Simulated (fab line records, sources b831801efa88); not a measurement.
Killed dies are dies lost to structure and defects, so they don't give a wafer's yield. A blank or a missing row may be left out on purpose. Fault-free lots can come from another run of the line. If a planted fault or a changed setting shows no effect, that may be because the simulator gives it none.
Matching of chambers	flow gf180mcu	GF_PASSIVATION_CVD_02 on pecvd-03: 3 sister chambers
The step deposits Si3N4, target thk 700 nm, time 486.18 s. 6 wafers are shown with their chamber, then 12 later ones without.

## WAFERS, EACH WITH ITS CHAMBER
wafer	chamber	heater_power_w (W)
L085.4	0	727
L090.5	2	641
L090.6	1	665
L093.1	2	552
L093.2	0	678
L093.3	1	524

## WAFERS WITHOUT THEIR CHAMBER
wafer	heater_power_w (W)
L093.4	725
L093.5	597
L093.6	573
L095.1	676
L095.2	546
L095.3	633
L096.3	637
L096.4	658
L096.6	665
L097.1	585
L097.4	586
L097.6	540

## EACH ONE'S CHAMBER
wafer	from the rows above	in truth
L093.4	can't be placed: 0 or 2 or 1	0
L093.5	can't be placed: 2 or 1 or 0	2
L093.6	can't be placed: 1 or 2 or 0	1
L095.1	can't be placed: 0 or 2 or 1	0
L095.2	can't be placed: 1 or 2 or 0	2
L095.3	can't be placed: 2 or 1 or 0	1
L096.3	can't be placed: 2 or 1 or 0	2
L096.4	can't be placed: 0 or 2 or 1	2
L096.6	can't be placed: 0 or 2 or 1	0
L097.1	can't be placed: 1 or 2 or 0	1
L097.4	can't be placed: 1 or 2 or 0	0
L097.6	can't be placed: 1 or 2 or 0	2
Placed correctly: 0 of 12. Not placeable from these rows: 12 (in 12, the candidates include the true chamber). Wrongly placed: 0.
How it was worked out, from the rows above alone: a wafer's distance from a chamber is the root of the sum, over the readings, of the square of ((its reading less the chamber's mean) divided by the reading's scatter). If the next closest chamber is less than 2 further off than the closest, the wafer can't be placed; otherwise it belongs to the closest. Each chamber's mean is taken over the wafers shown for it. The scatter: the root of (the sum of the squares of (reading less its chamber's mean) over the shown wafers, divided by (wafers less chambers)).
